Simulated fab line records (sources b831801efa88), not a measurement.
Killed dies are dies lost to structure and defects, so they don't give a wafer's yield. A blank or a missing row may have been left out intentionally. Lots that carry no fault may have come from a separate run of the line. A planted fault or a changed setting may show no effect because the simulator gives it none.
Matching of chambers :: flow gf180mcu :: GF_V2_CMP_04 on cmp-02: 4 sister chambers
The step polishes SiO2. 4 wafers are shown with their chamber, then 7 later ones without.

== WAFERS WITH THEIR CHAMBER ==
wafer: L403.2
chamber: 0
motor current A (A): 11.2

wafer: L406.2
chamber: 1
motor current A (A): 10.5

wafer: L406.4
chamber: 3
motor current A (A): 15.5

wafer: L413.4
chamber: 2
motor current A (A): 11.7

== WAFERS WITHOUT THEIR CHAMBER ==
wafer: L413.5
motor current A (A): 11.8

wafer: L419.1
motor current A (A): 12.2

wafer: L419.2
motor current A (A): 16.0

wafer: L419.3
motor current A (A): 10.6

wafer: L421.1
motor current A (A): 11.1

wafer: L421.2
motor current A (A): 10.9

wafer: L421.5
motor current A (A): 10.0

== WHICH CHAMBER EACH ONE RAN IN ==
wafer: L413.5
from the rows above: can't be placed: 2 or 0
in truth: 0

wafer: L419.1
from the rows above: can't be placed: 2 or 0
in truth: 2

wafer: L419.2
from the rows above: 3
in truth: 3

wafer: L419.3
from the rows above: can't be placed: 1 or 0
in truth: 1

wafer: L421.1
from the rows above: can't be placed: 0 or 1 or 2
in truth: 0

wafer: L421.2
from the rows above: can't be placed: 0 or 1 or 2
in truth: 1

wafer: L421.5
from the rows above: can't be placed: 1 or 0
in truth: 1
Correct placement for 1 of the 7. Cannot be placed on the basis of these rows: 6; the candidates contain the true chamber in 6. Wrongly placed: 0.
How it was worked out, from the rows above alone: a wafer's distance from a chamber is the root of the sum, over the readings, of the square of ((its reading less the chamber's mean) divided by the reading's scatter). The wafer belongs to the nearest chamber; if the next one is less than 2 further off, it can't be placed. For every chamber, the mean is computed from those of its wafers that are shown. The scatter: root of mean squared gap, hidden wafer to nearest shown wafer, with one shown wafer a chamber.
